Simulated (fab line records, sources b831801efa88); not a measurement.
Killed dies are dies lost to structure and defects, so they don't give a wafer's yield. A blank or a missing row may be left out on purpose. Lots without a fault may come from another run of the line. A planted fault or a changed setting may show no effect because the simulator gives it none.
Chamber matching | flow gf180mcu | GF_V5_CMP_04 on cmp-01: 4 sister chambers
The step polishes SiO2. 14 wafers are shown with their chamber, then 7 later ones without.

WAFERS WITH THEIR CHAMBER
wafer  | chamber | motor_current_A (A) | slurry_filter_dp_kPa (kPa)
L561.1 | 3       | 9.4                 | 13.45
L561.2 | 0       | 13.0                | 13.54
L561.4 | 1       | 12.0                | 13.66
L563.3 | 1       | 12.4                | 13.46
L563.4 | 2       | 14.1                | 13.53
L563.6 | 3       | 9.2                 | 13.44
L566.3 | 2       | 14.0                | 13.56
L566.4 | 1       | 12.5                | 13.51
L566.6 | 2       | 14.0                | 13.58
L573.2 | 1       | 13.0                | 13.54
L573.4 | 3       | 9.8                 | 13.51
L573.5 | 1       | 12.9                | 13.52
L574.1 | 0       | 13.6                | 13.74
L574.2 | 1       | 12.8                | 13.42

SIGNATURES (means of the wafers above)
reading              | chamber 0 | chamber 1 | chamber 2 | chamber 3 | scatter within a chamber
motor_current_A      | 13.300    | 12.600    | 14.033    | 9.467     | 0.328
slurry_filter_dp_kPa | 13.6400   | 13.5183   | 13.5567   | 13.4667   | 0.076
Rule: a wafer's distance from a chamber is the root of the sum, over the readings, of the square of ((its reading less the chamber's mean) divided by the reading's scatter). The wafer belongs to the nearest chamber; if the next one is less than 2 further off, it can't be placed. The scatter: the root of (the sum of the squares of (reading less its chamber's mean) over the shown wafers, divided by (wafers less chambers)).

WAFERS WITHOUT THEIR CHAMBER
wafer  | motor_current_A (A) | slurry_filter_dp_kPa (kPa)
L574.5 | 13.4                | 13.69
L578.1 | 9.4                 | 13.50
L578.2 | 12.5                | 13.40
L578.6 | 13.5                | 13.79
L581.1 | 14.1                | 13.60
L581.3 | 9.4                 | 13.29
L581.4 | 13.7                | 13.45

WHICH CHAMBER EACH WENT THROUGH
wafer  | from the rows above          | in truth
L574.5 | can't be placed: 0 or 2      | 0
L578.1 | 3                            | 3
L578.2 | 1                            | 1
L578.6 | can't be placed: 0 or 2      | 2
L581.1 | can't be placed: 2 or 0      | 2
L581.3 | 3                            | 3
L581.4 | can't be placed: 2 or 0 or 1 | 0
Placed correctly: 3 of 7. Can't be placed from these rows: 4 (the true chamber is among the candidates in 4). Placed wrongly: 0.
